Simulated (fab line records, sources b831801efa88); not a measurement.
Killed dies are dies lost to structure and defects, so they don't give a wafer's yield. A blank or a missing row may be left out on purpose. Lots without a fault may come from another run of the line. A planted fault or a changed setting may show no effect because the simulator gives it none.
One fault seen from 2 desks | flow sky130 | each desk has only its own numbers; what lay behind them comes last

THE TOOL OWNER'S DESK: litho_track-01
The tool's own readings at SKY_NWELL_DEVELOP_09 (develop time 60 s): means of the sampled wafers that have a number, for each lot that ran on this tool. A lot is out of limits, marked OUT, if its mean lies more than 4 standard deviations from the usual mean; the brackets give that distance.
Columns: A = developer_temp_C at SKY_NWELL_DEVELOP_09, usual 23.00 C
lot  | first seen here | A
L344 | day 6 08:00     | 23.01
L348 | day 7 05:00     | 22.87
L350 | day 7 17:00     | 23.14
L353 | day 8 09:00     | 23.07
This desk's finding: nothing out of limits on any of the 4 lots.

THE METROLOGY DESK
What the gauges read, lot by lot, whatever tool the lot ran on: means of the sampled wafers that have a number. A lot is out of limits, marked OUT, if its mean lies more than 4 standard deviations from the usual mean; the brackets give that distance.
Columns: A = NWELL_00_OVL at SKY_NWELL_OVL_MEAS_10, usual -1.1 nm; B = cd_nm at SKY_VT_ADJUST_HVTR_CD_MEAS_07, usual 379.2 nm; C = cd_nm at SKY_SONOS_ONO_CD_MEAS_13, usual 409.2 nm
lot  | first seen here | A    | B     | C
L337 | day 4 15:41     | -0.4 | 382.2 | 407.3
L341 | day 5 15:31     | 0.2  | 375.0 | 415.1
L342 | day 5 20:38     | -2.3 | 380.3 | 410.8
L343 | day 6 00:59     | 0.5  | 376.5 | 405.5
L344 | day 6 08:23     | -1.6 | 377.5 | 410.5
L345 | day 6 14:22     | -1.6 | 374.6 | 409.2
L347 | day 6 23:36     | -0.1 | 379.1 | 410.1
L348 | day 7 05:44     | 0.6  | 381.0 | 411.4
L350 | day 7 17:20     | -0.3 | 376.9 | 412.9
L353 | day 8 09:59     | -0.7 | 381.4 | 409.1
L356 | day 9 03:56     | -2.9 | 380.4 | 410.0
L357 | day 9 09:34     | -0.2 | 380.9 | 412.7
L358 | day 9 17:10     | -0.3 | 375.9 | 405.4
L359 | day 9 21:56     | -0.6 | 376.9 | 407.6
This desk's finding: nothing out of limits on any of the 14 lots.

PUT TOGETHER
The tool owner's desk saw nothing out of limits.
The metrology desk saw nothing out of limits.

WHAT THE SIMULATOR HAD PUT IN
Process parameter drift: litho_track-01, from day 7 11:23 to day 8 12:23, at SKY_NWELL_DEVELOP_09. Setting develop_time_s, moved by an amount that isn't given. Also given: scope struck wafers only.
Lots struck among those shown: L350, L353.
